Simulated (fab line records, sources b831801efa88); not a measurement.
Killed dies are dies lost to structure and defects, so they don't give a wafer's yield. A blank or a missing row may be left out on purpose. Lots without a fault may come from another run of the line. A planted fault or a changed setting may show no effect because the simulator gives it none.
fab line records | flow sky130
record lots=15 wafers=45 last_day=50
route steps=708 shown VT_ADJUST_HVTP@94 LDD_P@263 LDD_HVP@288 RES_XHIGH@360 PAD_OPEN@708
lots that met no fault: from a run of the same line without faults
start_h: hours from the record's first day to the start of the lot's first wafer shown | wait_h: hours since the lot's step before | " the same as in the row above | L1.1+2: a row that stands for several wafers | - no value, or no start given | * or withheld: withheld | < > ~ a bound
route shown NAME@n: a module of which the file shows steps, and the number in the route of the first | usual: mean/standard deviation of fault-free wafers | same: alike in all rows | chamber/n: place in a boat | sites: the reading at each site | _std_site: their standard deviation | _edge_site: outer sites' mean less inner sites' | radius_mm: how far each site lies from the wafer's centre | mask NAME#n: copy n | behind: the tool/chamber that last shaped the wafer | hold: why the lot was held/for how many hours/how that ended | device: the transistor (n, p or np) that didn't switch | end of line: the same wafers' tests at the end of the route | a step without rows: its recipe alone | killed: dies lost to structure and defects at the first sort, not the wafer's yield | map: a wafer's dies, x killed, . not, _ none there
set.NAME: the setting as run; set.NAME@STEP: as run at that earlier step | model.NAME: the simulator's own value behind a step, which no gauge read
steps of the route over a sample of lots; a table a step, a row a wafer
services: from which hour (start_h, from the record's first day; less than 0 if before it) a tool's chamber was out of use, for how many hours, and why
## steps
# step SKY_VT_ADJUST_HVTP_IMPLANT_09
# recipe species=As energy_kev=150 dose_cm2=4.3e+12 tilt_deg=withheld
# usual beam_energy_keV=150.00/0.047
# columns lot.wafer tool chamber start_h wait_h beam_energy_keV
L833.2 implanter-01 0 121.80 0.0 149.91
L833.3 " 0 " " 149.99
L833.4 " 0 " " 149.97
L834.2 implanter-01 0 124.86 0.0 150.01
L834.4 " 0 " " 149.96
L834.5 " 0 " " 150.03
L835.3 implanter-03 0 132.06 0.1 149.95
L835.4 " 0 " " 149.93
L835.6 " 0 " " 149.97
L841.1 implanter-03 0 173.91 0.0 149.99
L841.5 " 0 " " 150.01
L841.6 " 0 " " 150.00
L842.1 implanter-03 0 186.42 0.0 140.97
L842.3 " 0 " " 140.92
L842.4 " 0 " " 141.01
L844.1 implanter-02 0 203.96 0.0 149.95
L844.3 " 0 " " 150.03
L844.4 " 0 " " 149.95
L843.1 implanter-03 0 204.14 0.0 140.98
L843.2 " 0 " " 141.01
L843.6 " 0 " " 140.99
L846.1 implanter-03 0 206.94 0.0 141.09
L846.5 " 0 " " 141.08
L846.6 " 0 " " 141.02
L848.1 implanter-01 0 216.94 0.0 149.92
L848.2 " 0 " " 149.91
L848.6 " 0 " " 149.92
L849.3 implanter-01 0 223.22 0.1 149.93
L849.5 " 0 " " 149.94
L849.6 " 0 " " 150.02
L851.1 implanter-02 0 235.31 0.0 150.01
L851.4 " 0 " " 150.00
L851.5 " 0 " " 149.99
L850.2 implanter-01 0 236.56 0.0 150.03
L850.3 " 0 " " 149.97
L850.5 " 0 " " 150.05
L852.4 implanter-02 0 242.05 0.1 149.95
L852.5 " 0 " " 149.88
L852.6 " 0 " " 149.93
L855.2 implanter-02 0 257.31 0.0 149.96
L855.4 " 0 " " 149.96
L855.5 " 0 " " 150.00
L856.1 implanter-02 0 266.47 0.0 150.01
L856.2 " 0 " " 150.09
L856.3 " 0 " " 150.03
# step SKY_LDD_P_OVL_MEAS_08
# usual LDD_P_OVL=-0.1/1.3
# columns lot.wafer tool chamber start_h wait_h LDD_P_OVL[nm]
L833.2 overlay-02 - 428.77 0.1 -2.1
L833.3 " - " " -3.3
L833.4 " - " " -2.0
L834.2 overlay-02 - 434.42 0.1 -0.8
L834.4 " - " " -0.8
L834.5 " - " " -1.3
L835.3 overlay-02 - 444.80 0.1 0.8
L835.4 " - " " 0.5
L835.6 " - " " 0.3
L841.1 overlay-01 - 505.97 0.1 0.0
L841.5 " - " " -1.5
L841.6 " - " " -0.7
L842.1 overlay-02 - 528.54 0.1 -0.1
L842.3 " - " " -2.0
L842.4 " - " " 1.8
L843.1 overlay-01 - 550.01 0.1 -0.4
L843.2 " - " " -0.4
L843.6 " - " " -1.5
L844.1 overlay-02 - 550.87 0.1 0.6
L844.3 " - " " 1.3
L844.4 " - " " 0.8
L846.1 overlay-02 - 555.61 0.1 -0.8
L846.5 " - " " -2.5
L846.6 " - " " -1.0
L848.1 overlay-02 - 567.77 0.1 -0.3
L848.2 " - " " -2.2
L848.6 " - " " -0.1
L849.3 overlay-01 - 571.54 0.1 0.7
L849.5 " - " " -0.3
L849.6 " - " " 0.9
L851.1 overlay-01 - 589.71 0.1 1.1
L851.4 " - " " 0.6
L851.5 " - " " 1.8
L850.2 overlay-01 - 590.85 0.1 0.6
L850.3 " - " " 0.5
L850.5 " - " " 0.2
L852.4 overlay-01 - 595.90 0.1 0.1
L852.5 " - " " 0.4
L852.6 " - " " 0.4
L855.2 overlay-02 - 612.66 0.1 -0.7
L855.4 " - " " 0.8
L855.5 " - " " -0.1
L856.1 overlay-02 - 627.74 0.1 0.8
L856.2 " - " " -0.1
L856.3 " - " " -2.9
# step SKY_LDD_HVP_TW_MEAS_10
# usual LDD_HVP_TW=458.4/2.2
# columns lot.wafer tool chamber start_h wait_h LDD_HVP_TW
L833.2 film_metro-03 - 490.18 0.1 457.4
L833.3 " - " " 457.6
L833.4 " - " " 457.4
L834.2 film_metro-03 - 495.25 0.1 456.8
L834.4 " - " " 461.1
L834.5 " - " " 456.7
L835.3 film_metro-04 - 507.19 0.1 461.9
L835.4 " - " " 460.6
L835.6 " - " " 462.8
L841.1 film_metro-03 - 566.57 0.1 458.6
L841.5 " - " " 457.2
L841.6 " - " " 459.9
L842.1 film_metro-01 - 588.69 0.1 456.2
L842.3 " - " " 456.5
L842.4 " - " " 457.2
L843.1 film_metro-01 - 609.19 0.1 455.7
L843.2 " - " " 455.3
L843.6 " - " " 457.4
L844.1 film_metro-04 - 609.42 0.1 458.3
L844.3 " - " " 454.8
L844.4 " - " " 457.2
L846.1 film_metro-03 - 615.14 0.1 463.8
L846.5 " - " " 461.2
L846.6 " - " " 460.6
L848.1 film_metro-03 - 626.77 0.1 459.3
L848.2 " - " " 459.6
L848.6 " - " " 456.4
L849.3 film_metro-04 - 630.49 0.1 458.1
L849.5 " - " " 461.0
L849.6 " - " " 459.7
L851.1 film_metro-01 - 647.27 0.1 458.5
L851.4 " - " " 459.2
L851.5 " - " " 458.4
L850.2 film_metro-03 - 648.30 0.1 460.8
L850.3 " - " " 461.2
L850.5 " - " " 463.1
L852.4 film_metro-01 - 653.02 0.1 458.4
L852.5 " - " " 459.9
L852.6 " - " " 458.9
L855.2 film_metro-04 - 669.78 0.1 460.1
L855.4 " - " " 459.7
L855.5 " - " " 459.8
L856.1 film_metro-04 - 685.62 0.1 456.7
L856.2 " - " " 456.7
L856.3 " - " " 455.6
# step SKY_SD_N_RS_MEAS_18
# recipe thk_meas_gauge=four-point-probe
# usual RES_XHIGH_RS=332.9/1.1
# columns lot.wafer tool chamber start_h wait_h RES_XHIGH_RS[ohm/sq]
L833.2 film_metro-03 - 640.64 0.1 332.6
L833.3 " - " " 333.7
L833.4 " - " " 332.4
L834.2 film_metro-03 - 646.53 0.1 333.7
L834.4 " - " " 332.3
L834.5 " - " " 334.1
L835.3 film_metro-02 - 657.85 0.1 331.5
L835.4 " - " " 332.7
L835.6 " - " " 334.0
L841.1 film_metro-04 - 710.66 0.1 333.4
L841.5 " - " " 333.1
L841.6 " - " " 333.5
L842.1 film_metro-02 - 732.32 0.1 331.4
L842.3 " - " " 331.6
L842.4 " - " " 332.2
L843.1 film_metro-03 - 752.01 0.1 333.4
L843.2 " - " " 334.0
L843.6 " - " " 332.4
L844.1 film_metro-03 - 753.26 0.1 333.6
L844.3 " - " " 333.1
L844.4 " - " " 332.8
L846.1 film_metro-03 - 758.05 0.1 332.5
L846.5 " - " " 333.3
L846.6 " - " " 335.0
L848.1 film_metro-02 - 768.76 0.1 333.4
L848.2 " - " " 333.1
L848.6 " - " " 333.6
L849.3 film_metro-04 - 770.35 0.1 332.8
L849.5 " - " " 332.6
L849.6 " - " " 333.1
L851.1 film_metro-04 - 788.02 0.1 333.5
L851.4 " - " " 332.1
L851.5 " - " " 332.5
L850.2 film_metro-02 - 789.24 0.1 331.7
L850.3 " - " " 331.9
L850.5 " - " " 330.4
L852.4 film_metro-02 - 794.02 0.1 331.3
L852.5 " - " " 332.7
L852.6 " - " " 332.4
L855.2 film_metro-03 - 809.97 0.1 333.9
L855.4 " - " " 334.6
L855.5 " - " " 334.5
L856.1 film_metro-04 - 823.15 0.1 334.4
L856.2 " - " " 334.8
L856.3 " - " " 334.9
# step SKY_PAD_OPEN_PROBE_99
# usual killed_at_M0_to_M3=42/7.1 killed_at_M4_up=3.0/1.7 killed_at_contacts=25/5 killed_at_front_end=16/4.4 killed_at_other=0.5/1.4 killed_dies=87/9.2 killed_open=47/6.2 killed_short=39/6.6
# same gross_dies=492 killed_at_back_side=0
# columns lot.wafer tool chamber start_h wait_h killed_at_M0_to_M3 killed_at_M4_up killed_at_contacts killed_at_front_end killed_at_other killed_dies killed_open killed_short
L842.1 prober-02 - 1136.30 0.1 51 1 24 9 3 88 49 37
L842.3 prober-02 - 1136.40 0.2 60 1 27 13 1 102 62 39
L842.4 prober-02 - 1136.45 0.2 51 1 29 15 0 96 50 46
L848.1 prober-02 - 1161.56 0.1 31 8 27 18 0 84 53 31
L848.2 prober-02 - 1161.61 0.1 37 6 29 17 0 89 51 38
L848.6 prober-02 - 1161.81 0.2 31 2 37 18 0 88 48 40
L851.1 prober-02 - 1175.95 0.1 43 1 30 23 0 97 49 45
L851.4 prober-02 - 1176.10 0.2 45 2 21 11 0 79 41 38
L851.5 prober-02 - 1176.15 0.2 45 5 21 19 0 90 45 45
L850.2 prober-01 - 1175.98 0.1 35 2 28 14 0 79 46 31
L850.3 prober-01 - 1176.03 0.2 43 1 24 13 0 81 42 39
L850.5 prober-01 - 1176.13 0.2 41 5 25 16 0 87 37 50
L852.4 prober-01 - 1177.58 0.2 37 3 24 25 1 90 50 36
L852.5 prober-01 - 1177.63 0.2 32 4 25 17 0 78 50 28
L852.6 prober-01 - 1177.68 0.2 47 4 21 23 0 95 55 36
L856.1 prober-01 - 1194.80 0.1 31 3 32 13 0 79 41 38
L856.2 prober-01 - 1194.85 0.1 37 4 31 9 0 81 46 35
# killed by level:class
L842.1 CONTACT:geometric_particle:open=13 METAL1:geometric_particle:short=10 VIA1:geometric_particle:open=10 VIA2:geometric_particle:open=7 VIA3:geometric_particle:open=7 LI_CONTACT:geometric_particle:open=4 VIA2:geometric_particle:short=4 VIA3:geometric_particle:short=4
L842.3 CONTACT:geometric_particle:open=12 VIA1:geometric_particle:open=12 VIA3:geometric_particle:open=11 VIA2:geometric_particle:open=10 POLY_GATE:geometric_particle:short=5 LI_CONTACT:geometric_particle:open=5 METAL1:geometric_particle:short=5 METAL2:geometric_particle:short=5
L842.4 CONTACT:geometric_particle:open=14 METAL1:geometric_particle:short=9 LI_CONTACT:geometric_particle:open=8 METAL2:geometric_particle:short=8 VIA3:geometric_particle:open=7 VIA2:geometric_particle:open=6 FIELD_ISO:geometric_particle:short=5 VIA1:geometric_particle:short=5
L848.1 CONTACT:geometric_particle:open=10 VIA1:geometric_particle:open=9 LI_CONTACT:geometric_particle:open=8 VIA3:geometric_particle:open=6 FIELD_ISO:geometric_particle:open=5 POLY_GATE:geometric_particle:short=4 CONTACT:geometric_particle:short=4 VIA1:geometric_particle:short=4
L848.2 VIA1:geometric_particle:open=12 LI_CONTACT:geometric_particle:open=8 VIA1:geometric_particle:short=7 VIA3:geometric_particle:open=7 FIELD_ISO:geometric_particle:open=6 CONTACT:geometric_particle:open=6 LOCAL_INTERCONNECT:geometric_particle:short=5 VIA2:geometric_particle:open=4
L848.6 LI_CONTACT:geometric_particle:open=12 CONTACT:geometric_particle:open=9 LOCAL_INTERCONNECT:geometric_particle:short=7 FIELD_ISO:geometric_particle:short=7 VIA1:geometric_particle:open=7 VIA2:geometric_particle:open=7 CONTACT:geometric_particle:short=6 FIELD_ISO:geometric_particle:open=3
L851.1 VIA2:geometric_particle:open=12 CONTACT:geometric_particle:open=11 FIELD_ISO:geometric_particle:short=7 LI_CONTACT:geometric_particle:open=7 VIA1:geometric_particle:short=7 VIA1:geometric_particle:open=6 FIELD_ISO:geometric_particle:open=5 CONTACT:geometric_particle:short=5
L850.2 CONTACT:geometric_particle:open=11 VIA1:geometric_particle:open=11 METAL2:geometric_particle:short=9 LI_CONTACT:geometric_particle:open=8 FIELD_ISO:geometric_particle:open=5 LOCAL_INTERCONNECT:geometric_particle:short=4 VIA3:geometric_particle:open=4 FIELD_ISO:geometric_particle:short=3
L850.3 CONTACT:geometric_particle:open=10 VIA3:geometric_particle:open=9 VIA1:geometric_particle:open=8 FIELD_ISO:geometric_particle:open=7 METAL1:geometric_particle:short=7 VIA1:geometric_particle:short=7 METAL2:geometric_particle:short=6 CONTACT:geometric_particle:short=5
L851.4 CONTACT:geometric_particle:open=11 VIA1:geometric_particle:open=11 VIA3:geometric_particle:open=8 FIELD_ISO:geometric_particle:short=6 METAL1:geometric_particle:short=6 METAL2:geometric_particle:short=5 VIA2:geometric_particle:open=4 VIA1:geometric_particle:short=4
L850.5 CONTACT:geometric_particle:short=7 VIA2:geometric_particle:open=7 FIELD_ISO:geometric_particle:short=6 METAL2:geometric_particle:short=6 METAL1:geometric_particle:short=6 VIA3:geometric_particle:open=6 VIA1:geometric_particle:open=6 LI_CONTACT:geometric_particle:short=4
L851.5 VIA1:geometric_particle:short=13 LI_CONTACT:geometric_particle:open=7 CONTACT:geometric_particle:open=7 VIA1:geometric_particle:open=7 METAL2:geometric_particle:short=6 VIA2:geometric_particle:open=6 METAL1:geometric_particle:short=5 FIELD_ISO:geometric_particle:open=4
L852.4 LI_CONTACT:geometric_particle:open=11 POLY_GATE:geometric_particle:open=8 VIA1:geometric_particle:open=7 VIA2:geometric_particle:open=6 VIA1:geometric_particle:short=5 FIELD_ISO:geometric_particle:open=4 CONTACT:geometric_particle:open=4 CONTACT:geometric_particle:short=4
L852.5 VIA1:geometric_particle:open=13 CONTACT:geometric_particle:open=9 LI_CONTACT:geometric_particle:open=8 FIELD_ISO:geometric_particle:open=5 POLY_GATE:geometric_particle:short=5 METAL1:geometric_particle:short=5 VIA2:geometric_particle:open=5 LI_CONTACT:geometric_particle:short=4
L852.6 VIA1:geometric_particle:open=11 CONTACT:geometric_particle:short=8 FIELD_ISO:geometric_particle:open=7 VIA2:geometric_particle:open=7 LI_CONTACT:geometric_particle:open=7 VIA3:geometric_particle:open=6 CONTACT:geometric_particle:open=5 METAL3:geometric_particle:short=5
L856.1 LOCAL_INTERCONNECT:geometric_particle:short=10 CONTACT:geometric_particle:open=9 VIA1:geometric_particle:open=8 LI_CONTACT:geometric_particle:open=7 VIA3:geometric_particle:open=5 FIELD_ISO:geometric_particle:open=4 VIA3:geometric_particle:short=4 POLY_GATE:geometric_particle:short=3
L856.2 LI_CONTACT:geometric_particle:open=10 VIA1:geometric_particle:open=9 CONTACT:geometric_particle:open=7 VIA3:geometric_particle:open=5 LOCAL_INTERCONNECT:geometric_particle:short=5 VIA1:geometric_particle:short=5 VIA3:geometric_particle:short=5 METAL1:geometric_particle:short=4
## services
# columns tool chamber start_h hours kind
implanter-01 - 117.91 3.8 repair
implanter-01 - 163.42 5.6 pm
implanter-01 - 171.34 1.5 repair
implanter-01 - 181.55 6.9 repair
implanter-02 - 211.95 3.8 repair
implanter-03 - 219.39 1.3 repair
implanter-03 - 245.68 2.9 repair
implanter-03 - 262.76 1.2 repair
## key
first_sign step=SKY_VT_ADJUST_HVTP_IMPLANT_09 reading=beam_energy_keV direction=down sigmas=99+ usual=* struck=*
effect none on later readings
met_at SKY_VT_ADJUST_HVTP_IMPLANT_09
struck_lots L842,L843,L846
tester_left_out L842,L843,L846
not_acting_at SKY_LDD_P_OVL_MEAS_08,SKY_LDD_HVP_TW_MEAS_10,SKY_SD_N_RS_MEAS_18
onset_between 173.91 186.42
fault kind=process_parameter_drift tool=implanter-03 chamber=- onset_h=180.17 steps=SKY_VT_ADJUST_HVTP_IMPLANT_09 channel=energy_kev offset=* shape=step end_h=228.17 acts_in=* stated=*
# tester_left_out: of these lots the tester's yield and bins aren't shown, on N5 and GAA mostly nor the transistor test; their killed dies are dies lost to structure and defects alone, not to doping, threshold or leakage, so they don't give the yield
